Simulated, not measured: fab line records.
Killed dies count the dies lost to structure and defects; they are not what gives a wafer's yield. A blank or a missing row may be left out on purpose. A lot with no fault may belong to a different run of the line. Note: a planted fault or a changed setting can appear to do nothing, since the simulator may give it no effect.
Which tool is to blame? | flow gf180mcu | 39 wafers from 13 lots sampled at 2 of the route's 602 steps

## WHAT THE GAUGES SHOWED, per wafer
GF_CONTACT_RS_MEAS_25: uses a four-point probe to measure.
lot  | measured     | on           | CONTACT_W_RS (ohm/sq)
L194 | day 16 05:08 | filmMetro-01 | 0.381 0.379 0.386
L197 | day 17 07:35 | filmMetro-02 | 0.380 0.375 0.385
L199 | day 18 10:48 | filmMetro-02 | 0.386 0.378 0.388
L201 | day 18 22:28 | filmMetro-04 | 0.379 0.383 0.385
L200 | day 18 22:49 | filmMetro-01 | 0.373 0.380 0.378
L203 | day 19 16:47 | filmMetro-01 | 0.378 0.385 0.387
L211 | day 22 10:21 | filmMetro-04 | 0.383 0.384 0.390
L212 | day 22 13:19 | filmMetro-02 | 0.380 0.384 0.374
L213 | day 22 19:34 | filmMetro-02 | 0.380 0.385 0.381
L214 | day 23 05:45 | filmMetro-04 | 0.388 0.374 0.386
L215 | day 23 16:17 | filmMetro-04 | 0.386 0.377 0.378
L216 | day 23 19:41 | filmMetro-04 | 0.387 0.387 0.385
L217 | day 23 23:28 | filmMetro-04 | 0.385 0.394 0.385

GF_M1_CD_MEAS_14: the cd target is 230 nm.
lot  | measured     | on       | cdNm (nm)
L194 | day 17 04:35 | cdSem-02 | 228.4 229.2 230.2
L197 | day 18 07:27 | cdSem-02 | 233.6 232.9 234.2
L199 | day 19 11:36 | cdSem-01 | 229.5 229.1 227.9
L201 | day 19 22:55 | cdSem-01 | 231.4 231.2 230.5
L200 | day 19 23:17 | cdSem-02 | 230.2 230.4 229.7
L203 | day 20 16:56 | cdSem-01 | 231.7 232.6 232.4
L211 | day 23 10:19 | cdSem-01 | 230.3 228.6 230.9
L212 | day 23 13:10 | cdSem-02 | 230.5 230.9 229.9
L213 | day 23 18:51 | cdSem-01 | 230.5 230.8 231.0
L214 | day 24 05:06 | cdSem-02 | 229.4 230.0 231.8
L215 | day 24 14:48 | cdSem-01 | 230.6 231.7 231.0
L216 | day 24 18:10 | cdSem-02 | 231.3 231.5 231.3
L217 | day 24 22:04 | cdSem-01 | 230.1 229.4 230.1

## TOOL THAT RAN EACH LOT (tool first, then ch and the chambers of the sampled wafers, then the start)
The record shows no process step preceding these readings.

## AS READ BY THE TOOLS THEMSELVES (means over the sampled wafers that have a number; for cases with no such wafer, the mark the record gives instead)
The record holds no such reading with a usual standard deviation.

## THE ANSWER, worked out from the rows above alone
Rule: the usual values come from the lots themselves. The widest of any qualifying gaps counts: lots, ordered by their means at a reading, are off when they make up no more than a third of the lots, leave a main group of 4 or more, and stand apart from it by 3 or more times the standard deviation of that group's means. A main group is skipped when, at the precision printed for the reading in the tables above, its means are all equal. Also off: a lot with no number at a reading for which 4 or more lots have one. The other lots that the step has rows for count as sound. After the gauges, taken in route order, come the tools' own readings; for these a lot's mean is taken, as printed above. At the first step where some lot is off, the reading lying furthest off is the one used; lots without a number count as furthest.
No lot is off on any of the readings shown, so nothing can be concluded from this.

## WHAT THE SIMULATOR HAD PUT IN
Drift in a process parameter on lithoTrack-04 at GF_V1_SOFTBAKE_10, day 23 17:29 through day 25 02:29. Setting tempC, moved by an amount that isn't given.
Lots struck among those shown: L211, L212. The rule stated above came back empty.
